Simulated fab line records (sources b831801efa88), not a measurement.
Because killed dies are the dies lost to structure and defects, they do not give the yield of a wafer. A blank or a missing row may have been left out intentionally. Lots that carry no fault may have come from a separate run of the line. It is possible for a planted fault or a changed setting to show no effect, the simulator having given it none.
Chamber matching ; flow sky130 ; 4 sister chambers for SKY_CONTACT_CMP_27 on cmp-01
The step polishes, stops on SiO2, t overpolish 15 s, target thk 0 nm. 8 wafers are shown with their chamber, then 11 later ones without.

EACH WAFER AND ITS CHAMBER
wafer;chamber;motor current A (A);time to endpoint s (s)
L086.3;0;8.8;88
L086.5;1;10.1;81
L087.2;3;11.5;85
L087.5;2;11.1;88
L089.1;2;11.9;83
L089.2;1;9.6;81
L089.3;3;11.5;78
L092.4;0;9.0;81

WAFERS MISSING THEIR CHAMBER
wafer;motor current A (A);time to endpoint s (s)
L092.5;10.7;82
L092.6;10.0;80
L093.1;10.1;76
L093.3;8.8;77
L093.4;11.4;79
L096.2;11.0;87
L096.4;8.7;88
L096.5;11.1;87
L097.2;9.1;86
L097.5;9.9;80
L097.6;11.5;84

EACH ONE'S CHAMBER
wafer;from the rows above;in truth
L092.5;can't be placed: 3 or 1 or 2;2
L092.6;1;1
L093.1;1;1
L093.3;can't be placed: 0 or 1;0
L093.4;can't be placed: 3 or 2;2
L096.2;can't be placed: 2 or 3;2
L096.4;0;0
L096.5;can't be placed: 2 or 3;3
L097.2;can't be placed: 0 or 1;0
L097.5;1;1
L097.6;can't be placed: 2 or 3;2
Correct placement for 4 of the 11. Not placeable from these rows: 7 (in 7, the candidates include the true chamber). 0 placed wrongly.
How it was worked out, from the rows above alone: a wafer's distance from a chamber is the root of the sum, over the readings, of the square of ((its reading less the chamber's mean) divided by the reading's scatter). If the next closest chamber is less than 2 further off than the closest, the wafer can't be placed; otherwise it belongs to the closest. Each chamber's mean is taken over the wafers shown for it. The scatter is the square root of a quotient: the sum, over the shown wafers, of each reading's squared deviation from its chamber's mean, divided by wafers minus chambers.
